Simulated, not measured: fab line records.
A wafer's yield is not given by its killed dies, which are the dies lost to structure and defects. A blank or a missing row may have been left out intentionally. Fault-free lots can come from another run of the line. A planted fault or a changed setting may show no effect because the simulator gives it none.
Comparing a struck lot with a sound one ; flow sky130 ; 17 steps out of a route of 708
Sound: the wafers L382.2, L382.5, L382.6. Wafers struck: L381.3, L381.5, L381.6. The cause is given at the end.
At each step with rows: each side's tool, then ch and its chambers, then its first start. Under that, the readings that differ: sound wafers ; struck wafers ; difference of the means ; sigmas: that difference in standard deviations of wafers without a fault.
alike: same words and numbers on both sides, and readings whose means sit less than 2 such deviations apart. not compared: any withheld reading, any reading some wafer has no value for, any bound like >300 that may hide the same value, and any number with overlapping values for which the record gives no deviation.
A row with sigmas, a row that says differs or no value, or rows on one side alone: a step with any of these is where the two part. When numbers do not overlap yet have no deviation, they are printed without sigmas and do not part them. A reading that every wafer of one side lacks parts them only if that side has two wafers or more.

SKY_GATE_OXIDE_TW_MEAS_14:
  sound: film metro-02 at day 15 14:30; struck: film metro-03 at day 15 22:46
reading;sound;struck;difference;sigmas
GATE_OXIDE_TW;228.5 229.0 229.3;222.9 222.3 223.8;-5.9;-2
then, 3 steps without rows for these wafers: SKY_GATE_OXIDE_CLEAN_15 (cleans in SC1/SC2, time 150 s); SKY_GATE_OXIDE_OXIDATION_16 (stabilise 600 s, purge 300 s, target thk 3.57 nm); SKY_POLY_GATE_CVD_00 (deposits poly-Si, target thk 180 nm, time 720 s).
SKY_POLY_GATE_THK_MEAS_01:
  sound: film metro-04 at day 15 18:22; struck: film metro-02 at day 16 01:56
  alike: POLY_GATE_CVD_00_THK
then, 7 steps without rows for these wafers: SKY_RES_PROTECT_DEHYDRATE_00 (time 60 s); SKY_RES_PROTECT_HMDS_01 (prime time 60 s); SKY_RES_PROTECT_COAT_02 (resist thk 1140 nm); SKY_RES_PROTECT_SOFTBAKE_03 (time 60 s); SKY_RES_PROTECT_EXPOSE_04 (exposes mask RPM, target cd 1270 nm); SKY_RES_PROTECT_PEB_05; SKY_RES_PROTECT_DEVELOP_06 (develop time 57.33 s).
SKY_POLY_GATE_IMPLANT_02:
  sound on implanter-02 ch 0, day 16 22:22; struck on implanter-02 ch 0, day 17 04:56
reading;sound;struck;difference;sigmas
implant ion amu;31 31 31;75 75 75;+44;
model.implant.rp nm (nm);37 37 37;21.09 21.09 21.09;-15.91;
model.implant.drp nm (nm);16.6 16.6 16.6;9.641 9.641 9.641;-6.959;
  alike: tilt deg
SKY_RES_PROTECT_STRIP_07: strips in O2/N2.
  sound on plasma asher-04 ch 0,1, day 16 22:29; struck on plasma asher-04 ch 0,1, day 17 05:04
reading;sound;struck;difference;sigmas
oes product au (a.u.);0.522 0.524 0.510;0.562 0.553 0.559;+0.039;+8
strip time to endpoint s (s);23.31 23.38 23.35;20.43 20.43 20.39;-2.93;-71
  alike: drypump motor current A
  not compared: rf hours counter h
SKY_RES_PROTECT_TW_MEAS_08:
  sound: film metro-03 at day 16 22:36; struck: film metro-02 at day 17 05:10
reading;sound;struck;difference;sigmas
POLY_GATE_TW;4017 4030 4025;3646 3672 3648;-369;-6
then, 2 steps without rows for these wafers: SKY_RES_PROTECT_CLEAN_09 (cleans in SC1/SC2, time 150 s); SKY_PAD_OPEN_PROBE_99.

WHERE THEY PART
At SKY_GATE_OXIDE_TW_MEAS_14 first; at SKY_RES_PROTECT_TW_MEAS_08 last (within this record only).

WHY: the cause the simulator had injected
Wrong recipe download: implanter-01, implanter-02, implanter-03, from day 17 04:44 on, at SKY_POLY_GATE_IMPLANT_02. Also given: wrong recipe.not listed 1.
